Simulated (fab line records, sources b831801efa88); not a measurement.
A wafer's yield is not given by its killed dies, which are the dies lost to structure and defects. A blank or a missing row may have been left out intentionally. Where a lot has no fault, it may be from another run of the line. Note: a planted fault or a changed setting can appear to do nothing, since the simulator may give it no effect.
Which tool was responsible? -- flow gf180mcu -- Sampling: 14 lots, 40 wafers, 5 of 602 route steps

== WHAT THE GAUGES SHOWED, per wafer ==
GF_M2_OVL_MEAS_15. Usual: M2_OVL gives 3 nm (standard deviation 6.1).
lot,measured,on,M2_OVL (nm),flag
L733,day 19 04:02,overlay-01,-8 -4 4,
L734,day 19 13:56,overlay-02,7 5 6,
L736,day 20 10:32,overlay-01,-3 7 12,
L737,day 20 17:49,overlay-02,5 11 11,
L739,day 21 10:23,overlay-02,4 14 11,
L740,day 21 21:43,overlay-01,3 -8 3,
L741,day 22 06:53,overlay-02,-2 3 1,
L742,day 22 20:41,overlay-02,8 8 13,
L745,day 23 20:38,overlay-02,6 5 4,
L747,day 24 10:26,overlay-01,3 -3 -2,
L748,day 24 17:35,overlay-02,5 -4,
L749,day 24 23:29,overlay-01,-7 4,
L753,day 26 03:50,overlay-02,8 8 2,
L756,day 27 05:41,overlay-01,-2 -1 -6,

== WHAT TOOL EACH LOT RAN ON (gives the tool, then ch and the chambers of the sampled wafers, and finally the start) ==
lot,GF_HV_LDD_COAT_26,GF_HV_LDD_STRIP_37,GF_M2_SPUTTER_00,GF_M2_SPUTTER_01
L733,"litho-track-02 ch 0, day 11 03:15","plasma-asher-01 ch 0,1, day 11 13:28","pvd-sputter-02, day 18 03:50","pvd-sputter-02, day 18 03:56"
L734,"litho-track-02 ch 0, day 11 10:52","plasma-asher-01 ch 0, day 11 21:17","pvd-sputter-03, day 18 13:35","pvd-sputter-03, day 18 13:41"
L736,"litho-track-03 ch 0, day 12 02:22","plasma-asher-04 ch 0,1, day 12 12:37","pvd-sputter-02, day 19 10:02","pvd-sputter-02, day 19 10:08"
L737,"litho-track-03 ch 0, day 12 10:05","plasma-asher-03 ch 0,1, day 12 20:40","pvd-sputter-01, day 19 17:26","pvd-sputter-01, day 19 17:32"
L739,"litho-track-02 ch 0, day 12 23:43","plasma-asher-01 ch 0,1, day 13 10:50","pvd-sputter-03, day 20 10:13","pvd-sputter-03, day 20 10:19"
L740,"litho-track-02 ch 0, day 13 09:33","plasma-asher-04 ch 0,1, day 13 20:33","pvd-sputter-03, day 20 21:16","pvd-sputter-03, day 20 21:22"
L741,"litho-track-01 ch 0, day 13 18:15","plasma-asher-04 ch 0,1, day 14 05:26","pvd-sputter-02, day 21 07:29","pvd-sputter-02, day 21 07:35"
L742,"litho-track-03 ch 0, day 14 04:49","plasma-asher-04 ch 0,1, day 14 16:05","pvd-sputter-01, day 21 21:04","pvd-sputter-01, day 21 21:10"
L745,"litho-track-03 ch 0, day 15 02:41","plasma-asher-03 ch 0,1, day 15 14:26","pvd-sputter-01, day 22 21:14","pvd-sputter-01, day 22 21:20"
L747,"litho-track-01 ch 0, day 15 17:26","plasma-asher-04 ch 0,1, day 16 05:49","pvd-sputter-03, day 23 12:09","pvd-sputter-03, day 23 12:15"
L748,"litho-track-02 ch 0, day 15 23:58","plasma-asher-04 ch 0,1, day 16 12:11","pvd-sputter-01, day 23 18:55","pvd-sputter-01, day 23 19:01"
L749,"litho-track-02 ch 0, day 16 07:01","plasma-asher-04 ch 0,1, day 16 19:23","pvd-sputter-01, day 24 00:52","pvd-sputter-01, day 24 00:58"
L753,"litho-track-03 ch 0, day 17 12:34","plasma-asher-03 ch 0,1, day 18 01:25","pvd-sputter-01, day 25 06:25","pvd-sputter-01, day 25 06:31"
L756,"litho-track-01 ch 0, day 18 15:22","plasma-asher-04 ch 0,1, day 19 04:32","pvd-sputter-02, day 26 08:31","pvd-sputter-02, day 26 08:37"
- GF_HV_LDD_COAT_26: resist thk 1000 nm.
- GF_HV_LDD_STRIP_37: strips in O2/N2.
- GF_M2_SPUTTER_00: material Ti, target thk 37.5 nm, time 150 s.
- GF_M2_SPUTTER_01: material TiN, target thk 30 nm, time 25 s.

== AS READ BY THE TOOLS THEMSELVES (means over the sampled wafers that have a number; for cases with no such wafer, the mark the record gives instead) ==
GF_HV_LDD_STRIP_37. Usual: drypump-motor-current-A 6.0 A, standard deviation 0.43; heater-power-w 329 W, standard deviation 41; oes-product-au 0.716 a.u., standard deviation 0.0042; strip-time-to-endpoint-s 12.63 s, standard deviation 0.039.
lot,tool,drypump-motor-current-A (A),heater-power-w (W),oes-product-au (a.u.),strip-time-to-endpoint-s (s),flag
L733,plasma-asher-01,6.6,355,0.717,12.64,
L734,plasma-asher-01,6.7,331,0.718,12.61,
L736,plasma-asher-04,5.5,323,0.712,12.63,
L737,plasma-asher-03,6.0,297,0.715,12.62,
L739,plasma-asher-01,6.4,374,0.714,12.59,
L740,plasma-asher-04,5.7,304,0.718,12.59,
L741,plasma-asher-04,5.6,319,0.715,12.69,
L742,plasma-asher-04,5.6,322,0.712,12.63,
L745,plasma-asher-03,6.0,299,0.717,12.63,
L747,plasma-asher-04,5.7,300,0.715,12.63,
L748,plasma-asher-04,5.7,318,0.714,12.90,OFF
L749,plasma-asher-04,5.7,309,0.715,12.91,OFF
L753,plasma-asher-03,6.0,302,0.719,12.59,
L756,plasma-asher-04,5.6,323,0.720,12.66,

GF_M2_SPUTTER_00. Usual: throttle-valve-pct 30.1 %, standard deviation 0.83.
lot,tool,throttle-valve-pct (%),flag
L733,pvd-sputter-02,29.1,
L734,pvd-sputter-03,29.0,
L736,pvd-sputter-02,30.3,
L737,pvd-sputter-01,30.6,
L739,pvd-sputter-03,29.8,
L740,pvd-sputter-03,30.0,
L741,pvd-sputter-02,30.1,
L742,pvd-sputter-01,30.2,
L745,pvd-sputter-01,30.1,
L747,pvd-sputter-03,29.9,
L748,pvd-sputter-01,30.4,
L749,pvd-sputter-01,30.8,
L753,pvd-sputter-01,30.6,
L756,pvd-sputter-02,30.3,

GF_M2_SPUTTER_01. Usual: throttle-valve-pct 30.1 %, standard deviation 0.83.
lot,tool,throttle-valve-pct (%),flag
L733,pvd-sputter-02,29.1,
L734,pvd-sputter-03,29.0,
L736,pvd-sputter-02,30.4,
L737,pvd-sputter-01,30.5,
L739,pvd-sputter-03,29.6,
L740,pvd-sputter-03,29.9,
L741,pvd-sputter-02,30.0,
L742,pvd-sputter-01,30.3,
L745,pvd-sputter-01,30.3,
L747,pvd-sputter-03,29.6,
L748,pvd-sputter-01,30.4,
L749,pvd-sputter-01,30.7,
L753,pvd-sputter-01,30.7,
L756,pvd-sputter-02,30.4,

== THE ANSWER, worked out from the rows above alone ==
Rule: take the mean of a lot's wafers that have a number; if it is more than 3 standard deviations from the usual mean, the lot is off. A lot without any number at a reading at which 4 lots or more have one is off too. Any other lot the step has rows for is counted as sound. The gauges are gone through in route order, then the tools' own readings, and for those a lot's mean is taken as printed above. The first step at which some lot is off is used, and at that step the reading that is off furthest; a lot without a number counts as furthest.
Off, at GF_HV_LDD_STRIP_37 on strip-time-to-endpoint-s: L748, L749.
A tool fits if, at that step or a process step before it, it ran every lot that is off, and no sound lot after the first of them. One candidate fits, namely litho-track-02 at GF_HV_LDD_COAT_26. Its last sound lot is L740 (day 13 09:33), its first lot that is off L748 (day 15 23:58): a fault that began between those two fits.

== WHAT THE SIMULATOR HAD INSERTED ==
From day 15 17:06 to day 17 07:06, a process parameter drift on litho-track-02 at GF_HV_LDD_COAT_26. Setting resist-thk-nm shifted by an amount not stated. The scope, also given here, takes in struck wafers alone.
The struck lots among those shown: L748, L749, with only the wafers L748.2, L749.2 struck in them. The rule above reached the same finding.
